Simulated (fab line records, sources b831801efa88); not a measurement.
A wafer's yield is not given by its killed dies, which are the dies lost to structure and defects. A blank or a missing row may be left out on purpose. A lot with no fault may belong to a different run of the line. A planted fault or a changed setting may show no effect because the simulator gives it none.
Chamber matching	flow gf180mcu	GF_V4_CMP_26 on cmp-02 has 4 sister chambers
The step polishes, stops on SiO2, t overpolish 15 s, target thk 0 nm. 8 wafers are shown with their chamber, then 8 later ones without.

## WAFERS PAIRED WITH THEIR CHAMBERS
wafer	chamber	motor current A (A)	time to endpoint s (s)
L526.3	3	13.9	87.6
L527.4	1	11.6	89.3
L527.5	0	14.2	85.3
L532.4	2	12.4	85.0
L532.5	1	11.6	87.5
L532.6	2	12.4	84.5
L535.5	3	14.4	87.8
L542.2	0	14.9	83.7

## WAFERS MISSING THEIR CHAMBER
wafer	motor current A (A)	time to endpoint s (s)
L542.3	11.8	86.6
L542.6	14.3	81.9
L543.2	12.5	85.6
L543.4	14.1	85.4
L543.5	14.4	84.6
L545.4	14.7	84.3
L545.5	14.3	82.1
L545.6	14.6	87.8

## EACH ONE'S CHAMBER
wafer	from the rows above	in truth
L542.3	can't be placed: 1 or 2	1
L542.6	0	0
L543.2	2	2
L543.4	can't be placed: 0 or 3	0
L543.5	0	0
L545.4	0	0
L545.5	0	0
L545.6	3	3
Correct placement for 6 of the 8. From these rows, 2 cannot be placed; in 2 the true chamber is one of the candidates. Number placed wrongly: 0.
How it was worked out, from the rows above alone: a wafer's distance from a chamber is the root of the sum, over the readings, of the square of ((its reading less the chamber's mean) divided by the reading's scatter). The wafer belongs to the nearest chamber; if the next one is less than 2 further off, it can't be placed. For every chamber, the mean is computed from those of its wafers that are shown. The scatter is the square root of a quotient: the sum, over the shown wafers, of each reading's squared deviation from its chamber's mean, divided by wafers minus chambers.
